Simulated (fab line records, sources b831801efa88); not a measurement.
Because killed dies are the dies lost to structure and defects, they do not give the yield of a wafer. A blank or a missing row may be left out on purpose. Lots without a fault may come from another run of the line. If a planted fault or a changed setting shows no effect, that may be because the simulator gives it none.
A struck lot beside a sound one | flow sky130 | 44 steps out of a route of 708
Sound: wafers L800.1, L800.2, L800.5. Struck: wafer L817.1; the same lot's L817.6 was not struck, so it is left out; see the end for the cause.
Each step with rows lists, per side, the tool, then ch with its chambers, then its first start. Under that, the readings that differ: sound wafers | struck wafers | difference of the means | sigmas: that difference in standard deviations of wafers without a fault.
alike: same words and numbers on both sides, and readings whose means sit less than 2 such deviations apart. not compared: any withheld reading, any reading some wafer has no value for, any bound like >300 that may hide the same value, and any number with overlapping values for which the record gives no deviation.
A row with sigmas, a row that says differs or no value, or rows on one side alone: a step with any of these is where the two part. Non-overlapping numbers with no deviation appear without sigmas and do not part them. A reading that every wafer of one side lacks parts them only if that side has two wafers or more.

SKY_METAL4_CD_MEAS_13: the cd target is 300 nm.
  struck on cd_sem-02, day 46 23:05; sound on cd_sem-02, day 42 12:14
  reading    | sound             | struck | difference | sigmas
  cd_nm (nm) | 301.2 302.2 302.9 | 298.1  | -4.0       | -2
SKY_METAL4_OVL_MEAS_14:
  struck on overlay-01, day 46 23:13; sound on overlay-02, day 42 12:22
  reading         | sound      | struck | difference | sigmas
  METAL4_OVL (nm) | -12 -16 -6 | 0      | +11        | +2
then, 1 step without rows for these wafers: SKY_METAL4_DESCUM_15 (chemistry O2, time 8 s).
SKY_METAL4_ETCH_16: etches BARC in N2/H2, stops on SiO2, time 88.2 s, target depth 60 nm.
  sound on rie_metal-02 ch 0, day 42 12:28; struck on rie_metal-02 ch 1, day 46 23:17
  alike: drypump_motor_current_A, oes_product_au, rf_fwd_power_W, throttle_valve_pct
  not compared: rf_hours_counter_h
then, 7 steps without rows for these wafers: SKY_METAL4_ETCH_17 (etches SiO2 in C4F8/O2/Ar, stops on TiN, time 3.9 s, target depth 15 nm); SKY_METAL4_METAL_ETCH_18 (etches the open film in Cl2/BCl3, stops on SiO2, target depth 845 nm, time 183.1 s); SKY_METAL4_STRIP_19 (strips in O2/N2); SKY_METAL4_STRIP_20 (strips in post etch residue remover, time 1200 s); SKY_METAL4_CLEAN_21 (cleans in IPA, time 180 s); SKY_METAL4_CLEAN_22 (cleans in O3/DIW); SKY_VIA4_HDPCVD_00 (deposits SiO2, target thk 1750 nm, time 291.7 s).
SKY_VIA4_THK_MEAS_01:
  struck on film_metro-02, day 47 00:44; sound on film_metro-04, day 42 13:40
  alike: VIA4_HDPCVD_THK
SKY_VIA4_CMP_02: polishes SiO2.
  sound on cmp-02 ch 1,2, day 42 13:43; struck on cmp-02 ch 0, day 47 00:48
  reading                                  | sound             | struck | difference | sigmas
  model.SiO2_of_VIA4_HDPCVD_00.thk_nm (nm) | 580.6 580.6 580.1 | 522.3  | -58.1      |
  alike: motor_current_A, retaining_ring_pressure_frac
SKY_VIA4_BOW_MEAS_03:
  struck on film_metro-02, day 47 01:06; sound on film_metro-01, day 42 14:01
  reading       | sound    | struck | difference | sigmas
  VIA4_BOW (um) | 82 88 95 | 69     | -19        | -2
then, 7 steps without rows for these wafers: SKY_VIA4_DEHYDRATE_04 (time 60 s); SKY_VIA4_HMDS_05 (prime time 60 s); SKY_VIA4_COAT_06 (resist thk 1140 nm); SKY_VIA4_SOFTBAKE_07 (time 60 s); SKY_VIA4_EXPOSE_08 (exposes mask VIM4, target cd 800 nm); SKY_VIA4_PEB_09; SKY_VIA4_DEVELOP_10 (develop time 60 s).
SKY_VIA4_OVL_MEAS_11:
  struck on overlay-01, day 47 19:53; sound on overlay-02, day 43 12:41
  alike: VIA4_OVL
SKY_VIA4_ETCH_12: etches SiO2 in C4F8/O2/Ar, stops on TiN, target depth 580 nm.
  sound on rie_diel-01 ch 0,1, day 43 12:44; struck on rie_diel-04 ch 1, day 47 19:55
  reading                          | sound             | struck | difference | sigmas
  oes_product_au (a.u.)            | 0.919 0.926 0.933 | 0.873  | -0.053     | -11
  model.etch.depth_nm (nm)         | 580.6 580.6 580.1 | 522.3  | -58.1      |
  model.VIA4.feature_depth_nm (nm) | 580.6 580.6 580.1 | 522.3  | -58.1      |
  alike: rf_fwd_power_W
SKY_VIA4_STRIP_13: strips in O2/N2.
  sound on plasma_asher-04 ch 0,1, day 43 12:48; struck on plasma_asher-04 ch 1, day 47 19:59
  alike: drypump_motor_current_A, oes_product_au, strip_time_to_endpoint_s
  not compared: rf_hours_counter_h
then, 5 steps without rows for these wafers: SKY_VIA4_STRIP_14 (strips in post etch residue remover, time 1200 s); SKY_VIA4_CLEAN_15 (cleans in IPA, time 180 s); SKY_VIA4_CLEAN_16 (cleans in O3/DIW); SKY_VIA4_SPUTTER_17 (material TiN, target thk 20 nm, time 80 s); SKY_VIA4_CVD_18 (deposits W, target thk 505 nm, time 152.14 s).
SKY_VIA4_RS_MEAS_19: the measuring method here is four-point-probe.
  struck on film_metro-04, day 47 20:48; sound on film_metro-02, day 43 13:37
  alike: VIA4_W_RS
SKY_VIA4_THK_MEAS_20: measures by xrf.
  struck on film_metro-04, day 47 20:55; sound on film_metro-02, day 43 13:44
  alike: VIA4_W_THK
then, 1 step without rows for these wafers: SKY_VIA4_CMP_21 (polishes, stops on SiO2, t overpolish 25 s, target thk 0 nm).
SKY_METAL5_SPUTTER_00: material Ti, target thk 15 nm, time 10 s.
  struck on pvd_sputter-02, day 47 22:10; sound on pvd_sputter-04, day 43 14:05
  reading                | sound          | struck | difference | sigmas
  throttle_valve_pct (%) | 30.5 31.6 31.3 | 27.8   | -3.3       | -3
  alike: cathode_dc_power_W
SKY_METAL5_SPUTTER_01: material TiN, target thk 20 nm, time 16.7 s.
  struck on pvd_sputter-02, day 47 22:11; sound on pvd_sputter-04, day 43 14:07
  reading                | sound          | struck | difference | sigmas
  throttle_valve_pct (%) | 30.4 31.3 31.1 | 27.9   | -3.0       | -3
  alike: cathode_dc_power_W
then, 1 step without rows for these wafers: SKY_METAL5_SPUTTER_02 (material AlCu, target thk 1150 nm, time 61.2 s).
SKY_METAL5_SPUTTER_03: material Ti, target thk 5 nm, time 3.3 s.
  struck on pvd_sputter-02, day 47 22:16; sound on pvd_sputter-04, day 43 14:11
  reading                | sound          | struck | difference | sigmas
  throttle_valve_pct (%) | 30.8 31.3 31.2 | 27.9   | -3.2       | -3
  alike: cathode_dc_power_W
then, 1 step without rows for these wafers: SKY_METAL5_SPUTTER_04 (material TiN, target thk 70 nm, time 58.3 s).
SKY_METAL5_RS_MEAS_05: the measuring method here is four-point-probe.
  struck on film_metro-03, day 47 22:20; sound on film_metro-02, day 43 14:15
  alike: METAL5_ALCU_RS
SKY_METAL5_THK_MEAS_06: measures by xrf.
  struck on film_metro-03, day 47 22:27; sound on film_metro-02, day 43 14:22
  alike: METAL5_ALCU_THK
then, 3 steps without rows for these wafers: SKY_METAL5_DEHYDRATE_07 (time 60 s); SKY_METAL5_HMDS_08 (prime time 60 s); SKY_METAL5_COAT_09 (resist thk 1800 nm).
SKY_METAL5_METAL_ETCH_15: etches the open film in Cl2/BCl3, stops on SiO2, target depth 1260 nm, time 252 s.
  sound on rie_metal-02 ch 0,1, day 44 13:35; struck on rie_metal-04 ch 0, day 48 16:29
  reading                                  | sound             | struck | difference | sigmas
  model.SiO2_of_VIA4_HDPCVD_00.thk_nm (nm) | 549.9 549.9 549.5 | 491.3  | -58.5      |
  alike: drypump_motor_current_A, oes_product_au, rf_fwd_power_W, throttle_valve_pct
  not compared: rf_hours_counter_h
SKY_PAD_OPEN_PROBE_99:
  struck on prober-02, day 50 07:44; sound on prober-01, day 46 11:44
  alike: defect_limited_yield, killed_at_M0_to_M3, killed_at_M4_up, killed_at_contacts, killed_at_front_end, killed_at_other, killed_dies, killed_on_rim, killed_open, killed_short, sort_bin_3_pad_short, sort_bin_5_function, sort_bin_6_memory, sort_n_pass, sort_yield_pct

WHERE THEY PART
First at SKY_METAL4_CD_MEAS_13; last, within this record, at SKY_METAL5_SPUTTER_03. Later steps at which nothing parts them and some readings are alike: SKY_METAL5_RS_MEAS_05, SKY_METAL5_THK_MEAS_06, SKY_METAL5_METAL_ETCH_15, SKY_PAD_OPEN_PROBE_99.

WHY: whatever the simulator had introduced
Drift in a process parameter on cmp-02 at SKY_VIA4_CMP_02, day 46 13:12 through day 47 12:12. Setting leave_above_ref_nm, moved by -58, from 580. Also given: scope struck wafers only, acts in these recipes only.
